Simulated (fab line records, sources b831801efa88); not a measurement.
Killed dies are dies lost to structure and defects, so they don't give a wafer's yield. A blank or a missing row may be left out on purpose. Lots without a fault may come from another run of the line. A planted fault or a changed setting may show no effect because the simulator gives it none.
fab line records | flow sky130
record lots=14 wafers=42 last_day=50
route steps=708 shown VT_ADJUST_LVTN@112 CONTACT@420 METAL1@440 METAL2@499
lots that met no fault: from a run of the same line without faults
start_h: hours from the record's first day to the start of the lot's first wafer shown | wait_h: hours since the lot's step before | " the same as in the row above | L1.1+2: a row that stands for several wafers | - no value, or no start given | * or withheld: withheld | < > ~ a bound
route shown NAME@n: a module of which the file shows steps, and the number in the route of the first | usual: mean/standard deviation of fault-free wafers | same: alike in all rows | chamber/n: place in a boat | sites: the reading at each site | _std_site: their standard deviation | _edge_site: outer sites' mean less inner sites' | radius_mm: how far each site lies from the wafer's centre | mask NAME#n: copy n | behind: the tool/chamber that last shaped the wafer | hold: why the lot was held/for how many hours/how that ended | device: the transistor (n, p or np) that didn't switch | end of line: the same wafers' tests at the end of the route | a step without rows: its recipe alone | killed: dies lost to structure and defects at the first sort, not the wafer's yield | map: a wafer's dies, x killed, . not, _ none there
set.NAME: the setting as run; set.NAME@STEP: as run at that earlier step | model.NAME: the simulator's own value behind a step, which no gauge read
steps of the route over a sample of lots; a table a step, a row a wafer
services: from which hour (start_h, from the record's first day; less than 0 if before it) a tool's chamber was out of use, for how many hours, and why
## steps
# step SKY_VT_ADJUST_LVTN_EXPOSE_15
# recipe mask_id=HVN_STD_DERIVED na=0.6 source_shape=conventional sigma_outer=0.6 polarization=unpolarized target_cd_nm=600 dose_mj=163
# usual exposure_dose_mJ_cm2=163.01/0.17 focus_offset_nm=0.0/0.46
# columns lot.wafer tool chamber start_h wait_h mask exposure_dose_mJ_cm2 focus_offset_nm
L448.2 iline_stepper-01 0 151.15 - HVN_STD_DERIVED#0 163.08 -0.1
L448.3 " 0 " " HVN_STD_DERIVED#0 163.29 -0.2
L448.4 " 0 " " HVN_STD_DERIVED#0 163.25 0.5
L451.2 iline_stepper-01 0 169.32 - HVN_STD_DERIVED#0 163.13 0.3
L451.3 " 0 " " HVN_STD_DERIVED#0 163.09 -0.3
L451.6 " 0 " " HVN_STD_DERIVED#0 163.30 0.4
L453.1 iline_stepper-02 0 194.90 - HVN_STD_DERIVED#0 162.84 -0.6
L453.3 " 0 " " HVN_STD_DERIVED#0 163.17 -0.2
L453.4 " 0 " " HVN_STD_DERIVED#0 163.07 0.5
L456.1 iline_stepper-01 0 217.10 - HVN_STD_DERIVED#0 162.96 0.7
L456.5 " 0 " " HVN_STD_DERIVED#0 163.02 -0.4
L456.6 " 0 " " HVN_STD_DERIVED#0 162.69 0.1
L457.1 iline_stepper-02 0 223.88 - HVN_STD_DERIVED#0 163.10 -0.2
L457.3 " 0 " " HVN_STD_DERIVED#0 163.17 -0.6
L457.5 " 0 " " HVN_STD_DERIVED#0 163.33 0.3
L459.1 iline_stepper-02 0 236.64 - HVN_STD_DERIVED#0 163.07 0.7
L459.3 " 0 " " HVN_STD_DERIVED#0 163.15 -0.1
L459.5 " 0 " " HVN_STD_DERIVED#0 163.26 0.1
L462.3 iline_stepper-01 - 254.86 - HVN_STD_DERIVED#0 - -
L462.4 " - " " HVN_STD_DERIVED#0 - -
L462.6 " - " " HVN_STD_DERIVED#0 - -
L463.1 iline_stepper-01 - 264.56 - HVN_STD_DERIVED#0 - -
L463.3 " - " " HVN_STD_DERIVED#0 - -
L463.6 " - " " HVN_STD_DERIVED#0 - -
L464.2 iline_stepper-02 0 276.97 - HVN_STD_DERIVED#0 162.95 0.4
L464.3 " 0 " " HVN_STD_DERIVED#0 162.86 0.2
L464.4 " 0 " " HVN_STD_DERIVED#0 163.01 0.6
L465.2 iline_stepper-01 0 282.05 - HVN_STD_DERIVED#0 162.70 -0.1
L465.3 " 0 " " HVN_STD_DERIVED#0 163.14 0.0
L465.5 " 0 " " HVN_STD_DERIVED#0 162.71 -0.4
L466.1 iline_stepper-01 0 288.61 - HVN_STD_DERIVED#0 163.28 0.1
L466.3 " 0 " " HVN_STD_DERIVED#0 163.06 -0.6
L466.6 " 0 " " HVN_STD_DERIVED#0 163.33 -0.2
L469.1 iline_stepper-01 0 317.48 - HVN_STD_DERIVED#0 162.78 -0.5
L469.5 " 0 " " HVN_STD_DERIVED#0 163.04 0.2
L469.6 " 0 " " HVN_STD_DERIVED#0 163.17 -0.3
L468.2 iline_stepper-02 0 318.45 - HVN_STD_DERIVED#0 163.04 0.6
L468.3 " 0 " " HVN_STD_DERIVED#0 162.93 -0.3
L468.6 " 0 " " HVN_STD_DERIVED#0 162.94 -0.6
L470.1 iline_stepper-02 0 327.27 - HVN_STD_DERIVED#0 162.96 0.0
L470.4 " 0 " " HVN_STD_DERIVED#0 162.95 -0.2
L470.6 " 0 " " HVN_STD_DERIVED#0 163.18 0.5
# step SKY_CONTACT_CD_MEAS_14
# recipe target_cd_nm=170
# usual cd_nm=169.9/1.4
# columns lot.wafer tool chamber start_h wait_h cd_nm
L448.2 cd_sem-02 - 739.24 - 170.1
L448.3 " - " " 169.8
L448.4 " - " " 170.7
L451.2 cd_sem-01 - 778.59 - 168.5
L451.3 " - " " 168.3
L451.6 " - " " 169.4
L453.1 cd_sem-02 - 790.90 - 170.5
L453.3 " - " " 169.9
L453.4 " - " " 171.0
L456.1 cd_sem-02 - 821.07 - 170.2
L456.5 " - " " 170.6
L456.6 " - " " 171.6
L457.1 cd_sem-01 - 826.62 - 169.3
L457.3 " - " " 170.5
L457.5 " - " " 171.1
L463.1 cd_sem-02 - 876.00 - 169.6
L463.3 " - " " 169.5
L463.6 " - " " 168.1
L462.3 cd_sem-01 - 879.21 - 166.9
L462.4 " - " " 167.4
L462.6 " - " " 166.7
L459.1 cd_sem-02 - 880.75 - 170.3
L459.3 " - " " 171.2
L459.5 " - " " 170.6
L464.2 cd_sem-01 - 882.62 - 169.2
L464.3 " - " " 169.5
L464.4 " - " " 170.3
L465.2 cd_sem-02 - 883.68 - 170.9
L465.3 " - " " 172.7
L465.5 " - " " 170.3
L466.1 cd_sem-01 - 884.07 - 170.6
L466.3 " - " " 169.0
L466.6 " - " " 169.2
L468.2 cd_sem-01 - 918.39 - 172.0
L468.3 " - " " 171.2
L468.6 " - " " 172.9
L469.1 cd_sem-01 - 921.98 - 167.9
L469.5 " - " " 169.0
L469.6 " - " " 168.9
L470.1 cd_sem-01 - 925.52 - 167.0
L470.4 " - " " 166.9
L470.6 " - " " 166.5
# step SKY_METAL1_THK_MEAS_06
# recipe thk_meas_gauge=xrf reads=AlCu_of_METAL1_SPUTTER_02
# usual METAL1_ALCU_THK=247.7/2.9
# columns lot.wafer tool chamber start_h wait_h METAL1_ALCU_THK[nm]
L448.2 film_metro-02 - 741.09 0.1 246.7
L448.3 " - " " 245.2
L448.4 " - " " 248.0
L451.2 film_metro-01 - 780.41 0.1 248.1
L451.3 " - " " 249.2
L451.6 " - " " 251.2
L453.1 film_metro-01 - 792.70 0.1 248.5
L453.3 " - " " 246.6
L453.4 " - " " 244.4
L456.1 film_metro-03 - 822.87 0.1 248.6
L456.5 " - " " 247.3
L456.6 " - " " 251.8
L457.1 film_metro-03 - 828.46 0.1 249.5
L457.3 " - " " 253.9
L457.5 " - " " 250.2
L463.1 film_metro-02 - 877.91 0.1 248.8
L463.3 " - " " 247.7
L463.6 " - " " 250.5
L462.3 film_metro-03 - 880.98 0.1 245.0
L462.4 " - " " 247.8
L462.6 " - " " 245.3
L459.1 film_metro-02 - 882.76 0.1 248.0
L459.3 " - " " 246.3
L459.5 " - " " 246.9
L464.2 film_metro-01 - 884.40 0.1 249.8
L464.3 " - " " 253.0
L464.4 " - " " 248.8
L465.2 film_metro-03 - 885.98 0.1 245.2
L465.3 " - " " 247.6
L465.5 " - " " 247.1
L466.1 film_metro-01 - 886.34 0.1 254.8
L466.3 " - " " 251.5
L466.6 " - " " 252.6
L468.2 film_metro-02 - 920.34 0.1 247.6
L468.3 " - " " 249.4
L468.6 " - " " 246.3
L469.1 film_metro-03 - 923.86 0.1 247.8
L469.5 " - " " 248.4
L469.6 " - " " 248.1
L470.1 film_metro-03 - 927.33 0.1 249.7
L470.4 " - " " 248.6
L470.6 " - " " 249.1
# step SKY_METAL2_OVL_MEAS_16
# usual METAL2_OVL=0/6.2
# columns lot.wafer tool chamber start_h wait_h METAL2_OVL[nm]
L448.2 overlay-02 - 818.38 0.1 8
L448.3 " - " " 8
L448.4 " - " " 11
L451.2 overlay-01 - 858.48 0.1 -5
L451.3 " - " " 1
L451.6 " - " " -2
L453.1 overlay-01 - 870.48 0.1 5
L453.3 " - " " 8
L453.4 " - " " 5
L456.1 overlay-02 - 900.72 0.1 7
L456.5 " - " " 9
L456.6 " - " " 7
L457.1 overlay-01 - 910.54 0.1 -11
L457.3 " - " " -9
L457.5 " - " " -9
L463.1 overlay-01 - 955.09 0.1 -3
L463.3 " - " " 0
L463.6 " - " " -7
L462.3 overlay-01 - 957.90 0.1 5
L462.4 " - " " -2
L462.6 " - " " -6
L459.1 overlay-01 - 959.82 0.1 -6
L459.3 " - " " -1
L459.5 " - " " -7
L464.2 overlay-02 - 961.90 0.1 6
L464.3 " - " " -1
L464.4 " - " " 3
L465.2 overlay-01 - 963.85 0.1 5
L465.3 " - " " 1
L465.5 " - " " 2
L466.1 overlay-02 - 964.19 0.1 10
L466.3 " - " " 6
L466.6 " - " " 1
L468.2 overlay-02 - 997.33 0.1 0
L468.3 " - " " -1
L468.6 " - " " -2
L469.1 overlay-01 - 999.33 0.1 -8
L469.5 " - " " -3
L469.6 " - " " 0
L470.1 overlay-01 - 1003.43 0.1 3
L470.4 " - " " 1
L470.6 " - " " -4
## services
# columns tool chamber start_h hours kind
iline_stepper-02 - 136.27 2.4 repair
iline_stepper-01 - 195.42 1.3 repair
iline_stepper-02 - 202.11 9.9 repair
iline_stepper-02 - 236.64 - consumable_replace:lamp
iline_stepper-02 - 243.32 1.7 pm
iline_stepper-01 - 245.56 0.6 repair
iline_stepper-02 - 286.85 6.7 repair
iline_stepper-01 - 297.42 1.7 pm
## key
first_sign step=SKY_VT_ADJUST_LVTN_EXPOSE_15 reading=tool_record direction=missing
effect none on later readings
met_at SKY_VT_ADJUST_LVTN_EXPOSE_15
struck_lots L462,L463
sort_left_out L462.3,L462.4,L462.6,L463.1,L463.3,L463.6
tester_left_out L462,L463
not_acting_at SKY_CONTACT_CD_MEAS_14,SKY_METAL1_THK_MEAS_06,SKY_METAL2_OVL_MEAS_16
onset_between 217.10 254.86
fault kind=skipped_step_whole tool=iline_stepper-01 chamber=- onset_h=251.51 steps=SKY_VT_ADJUST_LVTN_EXPOSE_15 scope=struck_lots_only
# tester_left_out: of these lots the tester's yield and bins aren't shown, on N5 and GAA mostly nor the transistor test; their killed dies are dies lost to structure and defects alone, not to doping, threshold or leakage, so they don't give the yield
# sort_left_out: the simulated sort isn't trusted on such a fault, so these wafers' sort isn't shown, and their yield isn't known
